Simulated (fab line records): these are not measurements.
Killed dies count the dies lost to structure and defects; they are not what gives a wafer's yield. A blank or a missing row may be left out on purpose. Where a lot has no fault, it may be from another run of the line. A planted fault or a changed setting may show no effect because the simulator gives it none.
fab line records / flow sfq_line
record: lots: 7 wafers: 21 last_day: 81
route steps=325 shown M4@159 I4@163
lots that met no fault: from a run of the same line without faults
start_h: hours from the record's opening day to when the first of the lot's shown wafers began / wait_h: hours from the lot's prior step to this one / " as in the row above / L1.1+2: a row that stands for several wafers / - no value, or no start given / * or withheld: withheld / < > ~ a bound
route shown NAME@n: names a module that has steps shown in the file, with the first one's number in the route / usual: mean/standard deviation of fault-free wafers / same: alike in all rows / chamber/n: place in a boat / sites: each site's reading / _std_site: how widely they spread, as a standard deviation / _edge_site: mean of outer sites minus mean of inner sites / radius_mm: how far each site lies from the wafer's centre / mask NAME#n: copy n / behind: tool/chamber where the wafer was last shaped / hold: why the lot was held/for how many hours/how that ended / device: transistor that didn't switch, given as n, p or np / end of line: the route-end tests of the same wafers / for a step that has no rows: nothing shown but its recipe / killed: dies lost to structure and defects at the first sort, not the wafer's yield / map: a wafer's dies, marking killed ones x, the rest . and places with no die _
set.NAME: the run value of the setting; set.NAME@STEP: its run value at that earlier step / model.NAME: the simulator's own value behind a step, which no gauge read
certain route steps with their lots: each step a table, each wafer a row
services: from which hour (start_h, from the record's first day; less than 0 if before it) a tool's chamber was out of use, for how many hours, and why
== steps ==
step: SFQ_TRILAYER_M4_BARC_OPEN_METAL_ETCH_123
recipe: mask_material: PR chemistry: O2 target_depth_nm: 125 target: BARC icp_w: 600 bias_w: 80 pressure_mtorr: 10 time_s: 41.7
usual: drypump_motor_current_A: 5.88/0.3 oes_product_au: 0.684/0.0051 rf_fwd_power_W: 594.0/2.2
same: time_s: 41.7
lot.wafer=L370.1 tool=rie_metal-01 chamber=0 start_h=854.39 wait_h=0.0 drypump_motor_current_A=5.76 oes_product_au=0.699 rf_fwd_power_W=594.9 rf_hours_counter_h=148
lot.wafer=L370.3 tool=rie_metal-01 chamber=0 start_h=854.39 wait_h=0.0 drypump_motor_current_A=5.76 oes_product_au=0.683 rf_fwd_power_W=595.0 rf_hours_counter_h=-
lot.wafer=L370.5 tool=rie_metal-01 chamber=1 start_h=854.39 wait_h=0.0 drypump_motor_current_A=5.72 oes_product_au=0.694 rf_fwd_power_W=597.1 rf_hours_counter_h=-
lot.wafer=L376.1 tool=rie_metal-03 chamber=1 start_h=918.97 wait_h=0.0 drypump_motor_current_A=6.28 oes_product_au=0.681 rf_fwd_power_W=597.8 rf_hours_counter_h=128
lot.wafer=L376.2 tool=rie_metal-03 chamber=0 start_h=918.97 wait_h=0.0 drypump_motor_current_A=5.54 oes_product_au=0.687 rf_fwd_power_W=592.8 rf_hours_counter_h=3
lot.wafer=L376.6 tool=rie_metal-03 chamber=0 start_h=918.97 wait_h=0.0 drypump_motor_current_A=5.54 oes_product_au=0.679 rf_fwd_power_W=594.4 rf_hours_counter_h=-
lot.wafer=L377.2 tool=rie_metal-03 chamber=1 start_h=921.37 wait_h=0.0 drypump_motor_current_A=6.30 oes_product_au=0.688 rf_fwd_power_W=597.7 rf_hours_counter_h=129
lot.wafer=L377.4 tool=rie_metal-03 chamber=0 start_h=921.37 wait_h=0.0 drypump_motor_current_A=5.55 oes_product_au=0.680 rf_fwd_power_W=593.2 rf_hours_counter_h=-
lot.wafer=L377.5 tool=rie_metal-03 chamber=1 start_h=921.37 wait_h=0.0 drypump_motor_current_A=6.32 oes_product_au=0.683 rf_fwd_power_W=594.8 rf_hours_counter_h=-
lot.wafer=L378.3 tool=rie_metal-01 chamber=0 start_h=1034.31 wait_h=0.0 drypump_motor_current_A=5.84 oes_product_au=0.681 rf_fwd_power_W=594.6 rf_hours_counter_h=-
lot.wafer=L378.5 tool=rie_metal-01 chamber=1 start_h=1034.31 wait_h=0.0 drypump_motor_current_A=5.73 oes_product_au=0.681 rf_fwd_power_W=590.1 rf_hours_counter_h=-
lot.wafer=L378.6 tool=rie_metal-01 chamber=0 start_h=1034.31 wait_h=0.0 drypump_motor_current_A=5.80 oes_product_au=0.680 rf_fwd_power_W=594.2 rf_hours_counter_h=-
lot.wafer=L389.1 tool=rie_metal-03 chamber=1 start_h=1174.17 wait_h=0.0 drypump_motor_current_A=6.35 oes_product_au=0.686 rf_fwd_power_W=596.9 rf_hours_counter_h=14
lot.wafer=L389.4 tool=rie_metal-03 chamber=1 start_h=1174.17 wait_h=0.0 drypump_motor_current_A=6.31 oes_product_au=0.686 rf_fwd_power_W=597.7 rf_hours_counter_h=-
lot.wafer=L389.6 tool=rie_metal-03 chamber=0 start_h=1174.17 wait_h=0.0 drypump_motor_current_A=5.56 oes_product_au=0.681 rf_fwd_power_W=595.3 rf_hours_counter_h=-
lot.wafer=L391.4 tool=rie_metal-01 chamber=0 start_h=1182.59 wait_h=0.0 drypump_motor_current_A=5.80 oes_product_au=0.677 rf_fwd_power_W=595.2 rf_hours_counter_h=-
lot.wafer=L391.5 tool=rie_metal-01 chamber=0 start_h=1182.59 wait_h=0.0 drypump_motor_current_A=5.80 oes_product_au=0.678 rf_fwd_power_W=593.6 rf_hours_counter_h=-
lot.wafer=L391.6 tool=rie_metal-01 chamber=1 start_h=1182.59 wait_h=0.0 drypump_motor_current_A=5.74 oes_product_au=0.681 rf_fwd_power_W=593.6 rf_hours_counter_h=-
lot.wafer=L393.1 tool=rie_metal-03 chamber=1 start_h=1294.34 wait_h=0.0 drypump_motor_current_A=6.31 oes_product_au=0.691 rf_fwd_power_W=594.7 rf_hours_counter_h=31
lot.wafer=L393.3 tool=rie_metal-03 chamber=1 start_h=1294.34 wait_h=0.0 drypump_motor_current_A=6.27 oes_product_au=0.687 rf_fwd_power_W=593.7 rf_hours_counter_h=-
lot.wafer=L393.6 tool=rie_metal-03 chamber=1 start_h=1294.34 wait_h=0.0 drypump_motor_current_A=6.30 oes_product_au=0.694 rf_fwd_power_W=596.1 rf_hours_counter_h=-
step: SFQ_TRILAYER_M4_ETCH_METAL_ETCH_096
recipe: target: Nb stop_on: SiO2 mask_material: PR chemistry: Cl2/Ar target_depth_nm: 240 icp_w: 600 bias_w: 80 pressure_mtorr: 10 time_s: 120
usual: drypump_motor_current_A: 5.9/0.3 oes_product_au: 0.895/0.0072 rf_fwd_power_W: 597.4/2.2
same: time_s: 120
lot.wafer=L370.1 tool=rie_metal-01 chamber=0 start_h=854.45 wait_h=0.0 drypump_motor_current_A=5.8 oes_product_au=0.909 rf_fwd_power_W=597.3 rf_hours_counter_h=148
lot.wafer=L370.3 tool=rie_metal-01 chamber=0 start_h=854.45 wait_h=0.0 drypump_motor_current_A=5.8 oes_product_au=0.907 rf_fwd_power_W=598.8 rf_hours_counter_h=-
lot.wafer=L370.5 tool=rie_metal-01 chamber=1 start_h=854.45 wait_h=0.0 drypump_motor_current_A=5.8 oes_product_au=0.894 rf_fwd_power_W=592.7 rf_hours_counter_h=-
lot.wafer=L376.1 tool=rie_metal-03 chamber=1 start_h=919.02 wait_h=0.0 drypump_motor_current_A=6.3 oes_product_au=0.891 rf_fwd_power_W=598.3 rf_hours_counter_h=128
lot.wafer=L376.2 tool=rie_metal-03 chamber=0 start_h=919.02 wait_h=0.0 drypump_motor_current_A=5.6 oes_product_au=0.888 rf_fwd_power_W=597.4 rf_hours_counter_h=3
lot.wafer=L376.6 tool=rie_metal-03 chamber=0 start_h=919.02 wait_h=0.0 drypump_motor_current_A=5.5 oes_product_au=0.895 rf_fwd_power_W=597.8 rf_hours_counter_h=-
lot.wafer=L377.2 tool=rie_metal-03 chamber=1 start_h=921.42 wait_h=0.0 drypump_motor_current_A=6.3 oes_product_au=0.892 rf_fwd_power_W=596.9 rf_hours_counter_h=129
lot.wafer=L377.4 tool=rie_metal-03 chamber=0 start_h=921.42 wait_h=0.0 drypump_motor_current_A=5.6 oes_product_au=0.893 rf_fwd_power_W=597.6 rf_hours_counter_h=-
lot.wafer=L377.5 tool=rie_metal-03 chamber=1 start_h=921.42 wait_h=0.0 drypump_motor_current_A=6.3 oes_product_au=0.898 rf_fwd_power_W=595.6 rf_hours_counter_h=-
lot.wafer=L378.3 tool=rie_metal-01 chamber=0 start_h=1034.39 wait_h=0.1 drypump_motor_current_A=5.8 oes_product_au=0.896 rf_fwd_power_W=598.5 rf_hours_counter_h=-
lot.wafer=L378.5 tool=rie_metal-01 chamber=1 start_h=1034.39 wait_h=0.1 drypump_motor_current_A=5.7 oes_product_au=0.888 rf_fwd_power_W=597.1 rf_hours_counter_h=-
lot.wafer=L378.6 tool=rie_metal-01 chamber=0 start_h=1034.39 wait_h=0.1 drypump_motor_current_A=5.8 oes_product_au=0.888 rf_fwd_power_W=600.3 rf_hours_counter_h=-
lot.wafer=L389.1 tool=rie_metal-03 chamber=1 start_h=1174.22 wait_h=0.0 drypump_motor_current_A=6.3 oes_product_au=0.912 rf_fwd_power_W=600.6 rf_hours_counter_h=14
lot.wafer=L389.4 tool=rie_metal-03 chamber=1 start_h=1174.22 wait_h=0.0 drypump_motor_current_A=6.3 oes_product_au=0.908 rf_fwd_power_W=597.4 rf_hours_counter_h=-
lot.wafer=L389.6 tool=rie_metal-03 chamber=0 start_h=1174.22 wait_h=0.0 drypump_motor_current_A=5.5 oes_product_au=0.895 rf_fwd_power_W=597.3 rf_hours_counter_h=-
lot.wafer=L391.4 tool=rie_metal-01 chamber=0 start_h=1182.67 wait_h=0.1 drypump_motor_current_A=5.8 oes_product_au=0.894 rf_fwd_power_W=598.9 rf_hours_counter_h=-
lot.wafer=L391.5 tool=rie_metal-01 chamber=0 start_h=1182.67 wait_h=0.1 drypump_motor_current_A=5.7 oes_product_au=0.890 rf_fwd_power_W=598.7 rf_hours_counter_h=-
lot.wafer=L391.6 tool=rie_metal-01 chamber=1 start_h=1182.67 wait_h=0.1 drypump_motor_current_A=5.7 oes_product_au=0.896 rf_fwd_power_W=594.7 rf_hours_counter_h=-
lot.wafer=L393.1 tool=rie_metal-03 chamber=1 start_h=1294.40 wait_h=0.0 drypump_motor_current_A=6.3 oes_product_au=0.895 rf_fwd_power_W=596.6 rf_hours_counter_h=31
lot.wafer=L393.3 tool=rie_metal-03 chamber=1 start_h=1294.40 wait_h=0.0 drypump_motor_current_A=6.3 oes_product_au=0.904 rf_fwd_power_W=597.2 rf_hours_counter_h=-
lot.wafer=L393.6 tool=rie_metal-03 chamber=1 start_h=1294.40 wait_h=0.0 drypump_motor_current_A=6.3 oes_product_au=0.900 rf_fwd_power_W=597.9 rf_hours_counter_h=-
step: SFQ_TRILAYER_M4_STRIP_STRIP_097
recipe: gas: O2 power_w: 200 platen_temp_c: 40 overash_fraction: 0.65 chemistry: O2 pressure_mtorr: 50
usual: drypump_motor_current_A: 5.88/0.3 oes_product_au: 1.002/0.01
lot.wafer=L370.1 tool=rie_metal-01 chamber=0 start_h=854.58 wait_h=0.1 drypump_motor_current_A=5.79 oes_product_au=0.998 rf_hours_counter_h=148
lot.wafer=L370.3 tool=rie_metal-01 chamber=0 start_h=854.58 wait_h=0.1 drypump_motor_current_A=5.78 oes_product_au=1.007 rf_hours_counter_h=-
lot.wafer=L370.5 tool=rie_metal-01 chamber=1 start_h=854.58 wait_h=0.1 drypump_motor_current_A=5.71 oes_product_au=1.001 rf_hours_counter_h=-
lot.wafer=L376.1 tool=rie_metal-03 chamber=1 start_h=919.15 wait_h=0.1 drypump_motor_current_A=6.28 oes_product_au=1.009 rf_hours_counter_h=128
lot.wafer=L376.2 tool=rie_metal-03 chamber=0 start_h=919.15 wait_h=0.1 drypump_motor_current_A=5.54 oes_product_au=0.997 rf_hours_counter_h=4
lot.wafer=L376.6 tool=rie_metal-03 chamber=0 start_h=919.15 wait_h=0.1 drypump_motor_current_A=5.55 oes_product_au=0.995 rf_hours_counter_h=-
lot.wafer=L377.2 tool=rie_metal-03 chamber=1 start_h=921.55 wait_h=0.1 drypump_motor_current_A=6.30 oes_product_au=1.002 rf_hours_counter_h=129
lot.wafer=L377.4 tool=rie_metal-03 chamber=0 start_h=921.55 wait_h=0.1 drypump_motor_current_A=5.55 oes_product_au=0.986 rf_hours_counter_h=-
lot.wafer=L377.5 tool=rie_metal-03 chamber=1 start_h=921.55 wait_h=0.1 drypump_motor_current_A=6.28 oes_product_au=1.009 rf_hours_counter_h=-
lot.wafer=L378.3 tool=rie_metal-01 chamber=0 start_h=1034.67 wait_h=0.2 drypump_motor_current_A=5.79 oes_product_au=1.027 rf_hours_counter_h=-
lot.wafer=L378.5 tool=rie_metal-01 chamber=1 start_h=1034.67 wait_h=0.2 drypump_motor_current_A=5.73 oes_product_au=0.998 rf_hours_counter_h=-
lot.wafer=L378.6 tool=rie_metal-01 chamber=0 start_h=1034.67 wait_h=0.2 drypump_motor_current_A=5.77 oes_product_au=0.999 rf_hours_counter_h=-
lot.wafer=L389.1 tool=rie_metal-03 chamber=1 start_h=1174.35 wait_h=0.1 drypump_motor_current_A=6.28 oes_product_au=1.011 rf_hours_counter_h=14
lot.wafer=L389.4 tool=rie_metal-03 chamber=1 start_h=1174.35 wait_h=0.1 drypump_motor_current_A=6.27 oes_product_au=1.004 rf_hours_counter_h=-
lot.wafer=L389.6 tool=rie_metal-03 chamber=0 start_h=1174.35 wait_h=0.1 drypump_motor_current_A=5.54 oes_product_au=0.983 rf_hours_counter_h=-
lot.wafer=L391.4 tool=rie_metal-01 chamber=0 start_h=1182.95 wait_h=0.2 drypump_motor_current_A=5.75 oes_product_au=1.006 rf_hours_counter_h=-
lot.wafer=L391.5 tool=rie_metal-01 chamber=0 start_h=1182.95 wait_h=0.2 drypump_motor_current_A=5.78 oes_product_au=1.009 rf_hours_counter_h=-
lot.wafer=L391.6 tool=rie_metal-01 chamber=1 start_h=1182.95 wait_h=0.2 drypump_motor_current_A=5.73 oes_product_au=0.973 rf_hours_counter_h=-
lot.wafer=L393.1 tool=rie_metal-03 chamber=1 start_h=1294.52 wait_h=0.1 drypump_motor_current_A=6.26 oes_product_au=1.012 rf_hours_counter_h=31
lot.wafer=L393.3 tool=rie_metal-03 chamber=1 start_h=1294.52 wait_h=0.1 drypump_motor_current_A=6.26 oes_product_au=1.008 rf_hours_counter_h=-
lot.wafer=L393.6 tool=rie_metal-03 chamber=1 start_h=1294.52 wait_h=0.1 drypump_motor_current_A=6.26 oes_product_au=1.002 rf_hours_counter_h=-
step: SFQ_TRILAYER_M4_STRIP_SOLV_CLEAN_098
recipe: chemistry: NMP temp_c: 70 time_s: 600
step: SFQ_TRILAYER_I4_DEP_PECVD_099
recipe: material: SiO2 temp_c: 150 time_s: 111.11 pressure_torr: 2.4 rf_w: 183.3 precursor: SiH4/N2O target_thk_nm: 500
step: SFQ_TRILAYER_I4_CMP_CMP_100
recipe: material: SiO2 down_force_psi: 3 platen_rpm: 60 pad_velocity_m_s: 0.94248
usual: motor_current_A: 10.4/0.92 platen_rpm: 60.00/0.042 time_to_endpoint_s: 214/8.2
lot.wafer=L370.3 tool=cmp-02 chamber=1 start_h=868.86 wait_h=13.5 motor_current_A=8.6 platen_rpm=60.07 time_to_endpoint_s=211
lot.wafer=L370.1 tool=cmp-02 chamber=2 start_h=868.86 wait_h=13.5 motor_current_A=9.6 platen_rpm=59.99 time_to_endpoint_s=204
lot.wafer=L370.5 tool=cmp-02 chamber=0 start_h=870.36 wait_h=14.9 motor_current_A=11.1 platen_rpm=59.94 time_to_endpoint_s=205
lot.wafer=L376.1 tool=cmp-01 chamber=0 start_h=923.60 wait_h=3.6 motor_current_A=12.1 platen_rpm=60.09 time_to_endpoint_s=214
lot.wafer=L376.2 tool=cmp-01 chamber=2 start_h=924.60 wait_h=4.6 motor_current_A=9.8 platen_rpm=59.94 time_to_endpoint_s=199
lot.wafer=L376.6 tool=cmp-01 chamber=1 start_h=926.10 wait_h=6.1 motor_current_A=11.4 platen_rpm=60.05 time_to_endpoint_s=204
lot.wafer=L377.2 tool=cmp-02 chamber=3 start_h=926.33 wait_h=4.0 motor_current_A=10.4 platen_rpm=60.11 time_to_endpoint_s=206
lot.wafer=L377.4 tool=cmp-02 chamber=0 start_h=926.33 wait_h=4.0 motor_current_A=10.9 platen_rpm=60.02 time_to_endpoint_s=211
lot.wafer=L377.5 tool=cmp-02 chamber=0 start_h=928.83 wait_h=6.4 motor_current_A=10.6 platen_rpm=60.00 time_to_endpoint_s=215
lot.wafer=L378.3 tool=cmp-01 chamber=3 start_h=1041.50 wait_h=6.2 motor_current_A=11.4 platen_rpm=59.99 time_to_endpoint_s=222
lot.wafer=L378.6 tool=cmp-01 chamber=0 start_h=1041.50 wait_h=6.2 motor_current_A=12.1 platen_rpm=59.97 time_to_endpoint_s=228
lot.wafer=L378.5 tool=cmp-01 chamber=1 start_h=1041.50 wait_h=6.2 motor_current_A=11.4 platen_rpm=59.96 time_to_endpoint_s=225
lot.wafer=L389.4 tool=cmp-01 chamber=3 start_h=1176.90 wait_h=1.7 motor_current_A=10.9 platen_rpm=59.96 time_to_endpoint_s=223
lot.wafer=L389.1 tool=cmp-01 chamber=0 start_h=1176.90 wait_h=1.7 motor_current_A=11.5 platen_rpm=60.00 time_to_endpoint_s=216
lot.wafer=L389.6 tool=cmp-01 chamber=3 start_h=1178.90 wait_h=3.7 motor_current_A=10.8 platen_rpm=59.94 time_to_endpoint_s=221
lot.wafer=L391.4 tool=cmp-01 chamber=0 start_h=1190.60 wait_h=7.0 motor_current_A=11.2 platen_rpm=60.05 time_to_endpoint_s=209
lot.wafer=L391.5 tool=cmp-01 chamber=1 start_h=1190.60 wait_h=7.0 motor_current_A=11.6 platen_rpm=59.95 time_to_endpoint_s=207
lot.wafer=L391.6 tool=cmp-01 chamber=2 start_h=1190.60 wait_h=7.0 motor_current_A=10.2 platen_rpm=60.01 time_to_endpoint_s=197
lot.wafer=L393.3 tool=cmp-02 chamber=2 start_h=1296.93 wait_h=1.6 motor_current_A=9.5 platen_rpm=60.06 time_to_endpoint_s=217
lot.wafer=L393.1 tool=cmp-02 chamber=3 start_h=1296.93 wait_h=1.6 motor_current_A=9.8 platen_rpm=60.06 time_to_endpoint_s=209
lot.wafer=L393.6 tool=cmp-02 chamber=0 start_h=1296.93 wait_h=1.6 motor_current_A=10.6 platen_rpm=60.01 time_to_endpoint_s=218
step: SFQ_I4_BOW_MEAS_927
recipe: mode: bow
usual: I4_BOW: 3/11
lot.wafer=L370.1 tool=film_metro-01 chamber=- start_h=870.86 wait_h=1.0 I4_BOW[um]=-10
lot.wafer=L370.3 tool=film_metro-01 chamber=- start_h=870.86 wait_h=1.0 I4_BOW[um]=-10
lot.wafer=L370.5 tool=film_metro-01 chamber=- start_h=870.86 wait_h=1.0 I4_BOW[um]=-7
lot.wafer=L376.1 tool=film_metro-02 chamber=- start_h=926.60 wait_h=2.5 I4_BOW[um]=2
lot.wafer=L376.2 tool=film_metro-02 chamber=- start_h=926.60 wait_h=2.5 I4_BOW[um]=-2
lot.wafer=L376.6 tool=film_metro-02 chamber=- start_h=926.60 wait_h=2.5 I4_BOW[um]=5
lot.wafer=L377.2 tool=film_metro-01 chamber=- start_h=929.35 wait_h=2.5 I4_BOW[um]=17
lot.wafer=L377.4 tool=film_metro-01 chamber=- start_h=929.35 wait_h=2.5 I4_BOW[um]=23
lot.wafer=L377.5 tool=film_metro-01 chamber=- start_h=929.35 wait_h=2.5 I4_BOW[um]=14
lot.wafer=L378.3 tool=film_metro-01 chamber=- start_h=1043.04 wait_h=1.0 I4_BOW[um]=-11
lot.wafer=L378.5 tool=film_metro-01 chamber=- start_h=1043.04 wait_h=1.0 I4_BOW[um]=11
lot.wafer=L378.6 tool=film_metro-01 chamber=- start_h=1043.04 wait_h=1.0 I4_BOW[um]=9
lot.wafer=L389.1 tool=film_metro-02 chamber=- start_h=1179.40 wait_h=1.5 I4_BOW[um]=-1
lot.wafer=L389.4 tool=film_metro-02 chamber=- start_h=1179.40 wait_h=1.5 I4_BOW[um]=-2
lot.wafer=L389.6 tool=film_metro-02 chamber=- start_h=1179.40 wait_h=1.5 I4_BOW[um]=-4
lot.wafer=L391.4 tool=film_metro-03 chamber=- start_h=1192.16 wait_h=1.1 I4_BOW[um]=-3
lot.wafer=L391.5 tool=film_metro-03 chamber=- start_h=1192.16 wait_h=1.1 I4_BOW[um]=2
lot.wafer=L391.6 tool=film_metro-03 chamber=- start_h=1192.16 wait_h=1.1 I4_BOW[um]=-5
lot.wafer=L393.1 tool=film_metro-02 chamber=- start_h=1298.93 wait_h=1.0 I4_BOW[um]=-14
lot.wafer=L393.3 tool=film_metro-02 chamber=- start_h=1298.93 wait_h=1.0 I4_BOW[um]=-4
lot.wafer=L393.6 tool=film_metro-02 chamber=- start_h=1298.93 wait_h=1.0 I4_BOW[um]=-8
step: SFQ_TRILAYER_I4_METRO_MEASURE_101
usual: thk_nm: 199.9/1
lot.wafer=L370.1 tool=film_metro-01 chamber=- start_h=870.98 wait_h=0.1 thk_nm=199.4
lot.wafer=L370.3 tool=film_metro-01 chamber=- start_h=870.98 wait_h=0.1 thk_nm=201.0
lot.wafer=L370.5 tool=film_metro-01 chamber=- start_h=870.98 wait_h=0.1 thk_nm=199.7
lot.wafer=L376.1 tool=film_metro-02 chamber=- start_h=926.72 wait_h=0.1 thk_nm=199.2
lot.wafer=L376.2 tool=film_metro-02 chamber=- start_h=926.72 wait_h=0.1 thk_nm=199.0
lot.wafer=L376.6 tool=film_metro-02 chamber=- start_h=926.72 wait_h=0.1 thk_nm=199.8
lot.wafer=L377.2 tool=film_metro-01 chamber=- start_h=929.65 wait_h=0.3 thk_nm=199.7
lot.wafer=L377.4 tool=film_metro-01 chamber=- start_h=929.65 wait_h=0.3 thk_nm=199.6
lot.wafer=L377.5 tool=film_metro-01 chamber=- start_h=929.65 wait_h=0.3 thk_nm=199.8
lot.wafer=L378.3 tool=film_metro-01 chamber=- start_h=1043.52 wait_h=0.5 thk_nm=200.3
lot.wafer=L378.5 tool=film_metro-01 chamber=- start_h=1043.52 wait_h=0.5 thk_nm=199.9
lot.wafer=L378.6 tool=film_metro-01 chamber=- start_h=1043.52 wait_h=0.5 thk_nm=200.1
lot.wafer=L389.1 tool=film_metro-02 chamber=- start_h=1179.52 wait_h=0.1 thk_nm=201.1
lot.wafer=L389.4 tool=film_metro-02 chamber=- start_h=1179.52 wait_h=0.1 thk_nm=201.2
lot.wafer=L389.6 tool=film_metro-02 chamber=- start_h=1179.52 wait_h=0.1 thk_nm=202.8
lot.wafer=L391.4 tool=film_metro-03 chamber=- start_h=1192.82 wait_h=0.6 thk_nm=201.2
lot.wafer=L391.5 tool=film_metro-03 chamber=- start_h=1192.82 wait_h=0.6 thk_nm=199.1
lot.wafer=L391.6 tool=film_metro-03 chamber=- start_h=1192.82 wait_h=0.6 thk_nm=199.4
lot.wafer=L393.1 tool=film_metro-02 chamber=- start_h=1299.05 wait_h=0.1 thk_nm=199.3
lot.wafer=L393.3 tool=film_metro-02 chamber=- start_h=1299.05 wait_h=0.1 thk_nm=200.2
lot.wafer=L393.6 tool=film_metro-02 chamber=- start_h=1299.05 wait_h=0.1 thk_nm=200.3
step: SFQ_TRILAYER_I4_VIA_LITHO_COAT_108
recipe: resist: BARC spin_rpm: 3000 resist_thk_nm: 62
step: SFQ_TRILAYER_I4_VIA_LITHO_COAT_103
recipe: resist: KrF spin_rpm: 3000 resist_thk_nm: 650
step: SFQ_TRILAYER_I4_VIA_LITHO_SOFTBAKE_107
recipe: temp_c: withheld time_s: withheld resist: KrF
step: SFQ_TRILAYER_I4_VIA_LITHO_EXPOSE_104
recipe: mask_id: I4 na: 0.6 source_shape: conventional sigma_outer: 0.65 target_cd_nm: 700 dose_mj: 21.3
step: SFQ_TRILAYER_I4_VIA_LITHO_PEB_106
recipe: peb_temp_c: 115 peb_time_s: 60 resist: KrF
usual: chill_plate_temp_C: 23.00/0.1 exhaust_pa: 45.0/0.96 resist_line_temp_C: 23.00/0.098
lot.wafer=L370.1 tool=litho_track-02 chamber=0 start_h=877.28 wait_h=1.0 chill_plate_temp_C=22.89 exhaust_pa=44.1 resist_line_temp_C=23.18
lot.wafer=L370.3 tool=litho_track-02 chamber=0 start_h=877.28 wait_h=1.0 chill_plate_temp_C=22.79 exhaust_pa=45.6 resist_line_temp_C=22.95
lot.wafer=L370.5 tool=litho_track-02 chamber=0 start_h=877.28 wait_h=1.0 chill_plate_temp_C=23.17 exhaust_pa=46.0 resist_line_temp_C=23.00
lot.wafer=L376.1 tool=litho_track-02 chamber=- start_h=931.02 wait_h=1.0 chill_plate_temp_C=- exhaust_pa=- resist_line_temp_C=-
lot.wafer=L376.2 tool=litho_track-02 chamber=- start_h=931.02 wait_h=1.0 chill_plate_temp_C=- exhaust_pa=- resist_line_temp_C=-
lot.wafer=L376.6 tool=litho_track-02 chamber=- start_h=931.02 wait_h=1.0 chill_plate_temp_C=- exhaust_pa=- resist_line_temp_C=-
lot.wafer=L377.2 tool=litho_track-02 chamber=- start_h=933.45 wait_h=0.8 chill_plate_temp_C=- exhaust_pa=- resist_line_temp_C=-
lot.wafer=L377.4 tool=litho_track-02 chamber=- start_h=933.45 wait_h=0.8 chill_plate_temp_C=- exhaust_pa=- resist_line_temp_C=-
lot.wafer=L377.5 tool=litho_track-02 chamber=- start_h=933.45 wait_h=0.8 chill_plate_temp_C=- exhaust_pa=- resist_line_temp_C=-
lot.wafer=L378.3 tool=litho_track-03 chamber=- start_h=1046.45 wait_h=0.7 chill_plate_temp_C=- exhaust_pa=- resist_line_temp_C=-
lot.wafer=L378.5 tool=litho_track-03 chamber=- start_h=1046.45 wait_h=0.7 chill_plate_temp_C=- exhaust_pa=- resist_line_temp_C=-
lot.wafer=L378.6 tool=litho_track-03 chamber=- start_h=1046.45 wait_h=0.7 chill_plate_temp_C=- exhaust_pa=- resist_line_temp_C=-
lot.wafer=L389.1 tool=litho_track-02 chamber=0 start_h=1295.20 wait_h=1.0 chill_plate_temp_C=23.04 exhaust_pa=44.6 resist_line_temp_C=23.14
lot.wafer=L389.4 tool=litho_track-02 chamber=0 start_h=1295.20 wait_h=1.0 chill_plate_temp_C=22.99 exhaust_pa=45.0 resist_line_temp_C=23.00
lot.wafer=L389.6 tool=litho_track-02 chamber=0 start_h=1295.20 wait_h=1.0 chill_plate_temp_C=22.92 exhaust_pa=43.5 resist_line_temp_C=23.19
lot.wafer=L391.4 tool=litho_track-02 chamber=0 start_h=1297.80 wait_h=0.5 chill_plate_temp_C=23.00 exhaust_pa=45.2 resist_line_temp_C=23.09
lot.wafer=L391.5 tool=litho_track-02 chamber=0 start_h=1297.80 wait_h=0.5 chill_plate_temp_C=22.88 exhaust_pa=44.6 resist_line_temp_C=22.97
lot.wafer=L391.6 tool=litho_track-02 chamber=0 start_h=1297.80 wait_h=0.5 chill_plate_temp_C=22.93 exhaust_pa=44.5 resist_line_temp_C=23.15
lot.wafer=L393.1 tool=litho_track-04 chamber=0 start_h=1302.20 wait_h=1.0 chill_plate_temp_C=23.04 exhaust_pa=45.6 resist_line_temp_C=22.93
lot.wafer=L393.3 tool=litho_track-04 chamber=0 start_h=1302.20 wait_h=1.0 chill_plate_temp_C=23.02 exhaust_pa=45.9 resist_line_temp_C=22.97
lot.wafer=L393.6 tool=litho_track-04 chamber=0 start_h=1302.20 wait_h=1.0 chill_plate_temp_C=23.01 exhaust_pa=45.2 resist_line_temp_C=23.00
step: SFQ_TRILAYER_I4_VIA_LITHO_DEVELOP_105
recipe: time_s: 60 resist: KrF
== services ==
tool=film_metro-01 chamber=- start_h=851.25 hours=0.8 kind=pm
tool=film_metro-02 chamber=- start_h=871.69 hours=0.5 kind=pm
tool=cmp-02 chamber=- start_h=885.86 hours=6.5 kind=pm
tool=cmp-02 chamber=- start_h=916.33 hours=4.0 kind=pm
tool=cmp-01 chamber=- start_h=917.90 hours=2.6 kind=repair
tool=film_metro-01 chamber=- start_h=945.23 hours=0.6 kind=pm
tool=cmp-01 chamber=- start_h=962.46 hours=8.4 kind=pm
tool=rie_metal-03 chamber=- start_h=983.29 hours=1.4 kind=pm
tool=film_metro-02 chamber=- start_h=998.76 hours=1.2 kind=pm
tool=film_metro-02 chamber=- start_h=1030.71 hours=0.4 kind=pm
tool=film_metro-01 chamber=- start_h=1032.88 hours=3.2 kind=pm
tool=rie_metal-01 chamber=- start_h=1037.22 hours=4.5 kind=repair
tool=cmp-01 chamber=- start_h=1085.00 hours=10.8 kind=pm
tool=cmp-01 chamber=- start_h=1095.82 hours=4.0 kind=pm
tool=film_metro-01 chamber=- start_h=1096.25 hours=0.5 kind=pm
tool=cmp-01 chamber=- start_h=1116.40 hours=5.4 kind=pm
tool=film_metro-02 chamber=- start_h=1116.69 hours=0.9 kind=pm
tool=rie_metal-03 chamber=- start_h=1118.96 hours=0.3 kind=repair
tool=cmp-01 chamber=- start_h=1132.17 hours=1.5 kind=repair
tool=cmp-01 chamber=- start_h=1135.78 hours=2.1 kind=repair
tool=film_metro-02 chamber=- start_h=1146.90 hours=1.9 kind=pm
tool=film_metro-01 chamber=- start_h=1170.27 hours=142.2 kind=repair
tool=film_metro-01 chamber=- start_h=1185.46 hours=6.6 kind=repair
tool=rie_metal-01 chamber=1 start_h=1255.69 hours=4.8 kind=repair
== key ==
first_sign: step: SFQ_TRILAYER_I4_VIA_LITHO_PEB_106 reading: tool_record direction: missing
effect none on later readings
met_at SFQ_TRILAYER_I4_VIA_LITHO_PEB_106
struck_wafers L376.1,L376.2,L376.6,L377.2,L377.4,L377.5,L378.3,L378.5,L378.6
onset_between 877.28 931.02
fault: kind: skipped_step_whole tool: litho_track-02,litho_track-03 chamber: - onset_h: 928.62 steps: SFQ_TRILAYER_I4_VIA_LITHO_PEB_106 scope: struck_lots_only
